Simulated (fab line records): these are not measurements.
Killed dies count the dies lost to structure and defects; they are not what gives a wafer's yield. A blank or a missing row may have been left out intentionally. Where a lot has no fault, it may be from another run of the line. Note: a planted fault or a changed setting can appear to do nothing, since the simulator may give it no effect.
What tool caused it? ; flow sky130 ; 15 lots, 38 wafers sampled, at 5 steps of a route of 708

== WHAT EACH GAUGE READ, for each wafer ==
SKY_CAP2M_THK_MEAS_04: measures by xrf.
lot;measured;on;CAP2M_TIN_THK (nm)
L157;day 40 09:51;film_metro-02;192.7 195.1 193.4
L159;day 40 14:43;film_metro-03;192.7 197.0 192.7
L158;day 40 17:02;film_metro-04;189.3 190.4 189.2
L160;day 40 20:05;film_metro-04;195.8 198.7 192.5
L161;day 41 01:38;film_metro-02;192.1
L162;day 41 06:44;film_metro-03;198.5 194.5 201.1
L164;day 41 18:46;film_metro-02;189.0 194.7
L163;day 42 00:55;film_metro-02;198.6
L165;day 42 01:39;film_metro-02;193.4
L168;day 43 04:14;film_metro-03;191.0 194.1 190.3
L169;day 43 06:04;film_metro-03;197.7 195.0 196.2
L170;day 43 10:27;film_metro-04;194.0 192.6 191.9
L173;day 44 08:32;film_metro-02;191.9 196.0 194.5
L177;day 45 09:18;film_metro-04;192.3 190.7 191.3
L178;day 45 14:29;film_metro-03;194.2 193.6 191.9

SKY_VIA4_THK_MEAS_01.
lot;measured;on;VIA4_HDPCVD_THK (nm)
L157;day 42 11:41;film_metro-04;1744 1770 1736
L159;day 42 16:42;film_metro-01;1712 1746 1702
L158;day 42 18:46;film_metro-01;1771 1733 1735
L160;day 42 21:44;film_metro-04;1772 1726 1758
L161;day 43 03:28;film_metro-02;1976
L162;day 43 08:12;film_metro-02;1745 1785 1740
L164;day 43 20:04;film_metro-04;1976 1723
L163;day 44 01:02;film_metro-01;1963
L165;day 44 02:45;film_metro-04;1982
L168;day 45 02:46;film_metro-01;1758 1753 1757
L169;day 45 03:55;film_metro-04;1753 1781 1783
L170;day 45 09:13;film_metro-01;1775 1749 1773
L173;day 46 05:28;film_metro-01;1725 1759 1733
L177;day 47 05:07;film_metro-01;1748 1784 1769
L178;day 47 09:35;film_metro-01;1767 1783 1777

== TOOL THAT RAN EACH LOT (tool first, then ch and the chambers of the sampled wafers, then the start) ==
lot;SKY_METAL4_SPUTTER_03;SKY_METAL4_SPUTTER_04;SKY_VIA4_HDPCVD_00
L157;pvd_sputter-02, day 40 09:27;pvd_sputter-02, day 40 09:28;hdpcvd-01 ch 0,1, day 42 11:29
L159;pvd_sputter-01, day 40 14:21;pvd_sputter-01, day 40 14:22;hdpcvd-02 ch 0,1,2, day 42 16:31
L158;pvd_sputter-03, day 40 16:40;pvd_sputter-03, day 40 16:41;hdpcvd-02 ch 0,1,2, day 42 18:35
L160;pvd_sputter-02, day 40 19:41;pvd_sputter-02, day 40 19:42;hdpcvd-02 ch 0,2, day 42 21:32
L161;pvd_sputter-03, day 41 01:13;pvd_sputter-03, day 41 01:14;hdpcvd-02 ch 0, day 43 03:19
L162;pvd_sputter-03, day 41 06:20;pvd_sputter-03, day 41 06:21;hdpcvd-01 ch 0,1,2, day 43 08:00
L164;pvd_sputter-02, day 41 18:22;pvd_sputter-02, day 41 18:23;hdpcvd-02 ch 0,1, day 43 19:53
L163;pvd_sputter-02, day 42 00:31;pvd_sputter-02, day 42 00:32;hdpcvd-02 ch 0, day 44 00:55
L165;pvd_sputter-01, day 42 01:14;pvd_sputter-01, day 42 01:16;hdpcvd-02 ch 0, day 44 02:30
L168;pvd_sputter-02, day 43 03:51;pvd_sputter-02, day 43 03:52;hdpcvd-01 ch 0,1,2, day 45 02:35
L169;pvd_sputter-02, day 43 05:42;pvd_sputter-02, day 43 05:43;hdpcvd-01 ch 0,2, day 45 03:44
L170;pvd_sputter-03, day 43 10:03;pvd_sputter-03, day 43 10:04;hdpcvd-01 ch 1,2, day 45 09:01
L173;pvd_sputter-02, day 44 08:10;pvd_sputter-02, day 44 08:11;hdpcvd-01 ch 0,1,2, day 46 05:17
L177;pvd_sputter-03, day 45 08:55;pvd_sputter-03, day 45 08:56;hdpcvd-01 ch 1,2, day 47 04:55
L178;pvd_sputter-03, day 45 14:06;pvd_sputter-03, day 45 14:07;hdpcvd-01 ch 0,1,2, day 47 09:24
- SKY_METAL4_SPUTTER_03: material Ti, target thk 5 nm, time 3.3 s.
- SKY_METAL4_SPUTTER_04: material TiN, target thk 70 nm, time 58.3 s.
- SKY_VIA4_HDPCVD_00: deposits SiO2, target thk 1750 nm, time 291.7 s.

== WHAT THE TOOLS THEMSELVES READ (means of the sampled wafers that have a number; where no wafer has one, the mark that the record gives instead) ==
SKY_METAL4_SPUTTER_03.
lot;tool;throttle_valve_pct (%)
L157;pvd_sputter-02;30.1
L159;pvd_sputter-01;30.1
L158;pvd_sputter-03;31.6
L160;pvd_sputter-02;30.6
L161;pvd_sputter-03;31.6
L162;pvd_sputter-03;31.0
L164;pvd_sputter-02;30.4
L163;pvd_sputter-02;29.8
L165;pvd_sputter-01;30.2
L168;pvd_sputter-02;30.2
L169;pvd_sputter-02;30.3
L170;pvd_sputter-03;30.8
L173;pvd_sputter-02;29.9
L177;pvd_sputter-03;29.8
L178;pvd_sputter-03;31.5

SKY_METAL4_SPUTTER_04.
lot;tool;throttle_valve_pct (%)
L157;pvd_sputter-02;29.9
L159;pvd_sputter-01;30.0
L158;pvd_sputter-03;31.7
L160;pvd_sputter-02;30.6
L161;pvd_sputter-03;31.2
L162;pvd_sputter-03;30.9
L164;pvd_sputter-02;30.4
L163;pvd_sputter-02;30.1
L165;pvd_sputter-01;30.2
L168;pvd_sputter-02;30.2
L169;pvd_sputter-02;30.2
L170;pvd_sputter-03;30.7
L173;pvd_sputter-02;30.0
L177;pvd_sputter-03;29.9
L178;pvd_sputter-03;31.7

SKY_VIA4_HDPCVD_00.
lot;tool;run_length_s (s)
L157;hdpcvd-01;320.2
L159;hdpcvd-02;319.3
L158;hdpcvd-02;319.7
L160;hdpcvd-02;319.8
L161;hdpcvd-02;355.6
L162;hdpcvd-01;319.9
L164;hdpcvd-02;337.4
L163;hdpcvd-02;355.5
L165;hdpcvd-02;355.1
L168;hdpcvd-01;319.8
L169;hdpcvd-01;320.0
L170;hdpcvd-01;319.7
L173;hdpcvd-01;319.7
L177;hdpcvd-01;320.3
L178;hdpcvd-01;320.1

== THE ANSWER, worked out from the rows above alone ==
Rule: the usual values come from the lots themselves. The widest of any qualifying gaps counts: lots, ordered by their means at a reading, are off when they make up no more than a third of the lots, leave a main group of 4 or more, and stand apart from it by 3 or more times the standard deviation of that group's means. A main group whose means are all the same, to the digits that the tables above print for the reading, isn't used. A lot without any number at a reading at which 4 lots or more have one is off too. Any other lot the step has rows for is counted as sound. After the gauges, taken in route order, come the tools' own readings; for these a lot's mean is taken, as printed above. At the first step where some lot is off, the reading lying furthest off is the one used; lots without a number count as furthest.
Off: L161, L164, L163, L165, at SKY_VIA4_THK_MEAS_01 (VIA4_HDPCVD_THK). For the main group the mean is 1755 nm and the standard deviation 15.
If a tool, at a process step before that reading, ran all the lots that are off and no sound lot after the first of them, it fits. Not tried: the gauges at SKY_VIA4_THK_MEAS_01; whatever is off there is also off at SKY_VIA4_HDPCVD_00, on other tools, and gauge error can't account for it. One candidate fits, namely hdpcvd-02 at SKY_VIA4_HDPCVD_00. Its last sound lot is L160 (day 42 21:32), its first lot that is off L161 (day 43 03:19): a fault that began between those two fits.
On the lots that are off, the tool's own readings at SKY_VIA4_HDPCVD_00 differ by more than 5 times the standard deviation of the sound lots' means, which bears it out; run_length_s reads 350.9 s there versus 319.9 s on the sound lots.

== WHAT THE SIMULATOR PUT IN ==
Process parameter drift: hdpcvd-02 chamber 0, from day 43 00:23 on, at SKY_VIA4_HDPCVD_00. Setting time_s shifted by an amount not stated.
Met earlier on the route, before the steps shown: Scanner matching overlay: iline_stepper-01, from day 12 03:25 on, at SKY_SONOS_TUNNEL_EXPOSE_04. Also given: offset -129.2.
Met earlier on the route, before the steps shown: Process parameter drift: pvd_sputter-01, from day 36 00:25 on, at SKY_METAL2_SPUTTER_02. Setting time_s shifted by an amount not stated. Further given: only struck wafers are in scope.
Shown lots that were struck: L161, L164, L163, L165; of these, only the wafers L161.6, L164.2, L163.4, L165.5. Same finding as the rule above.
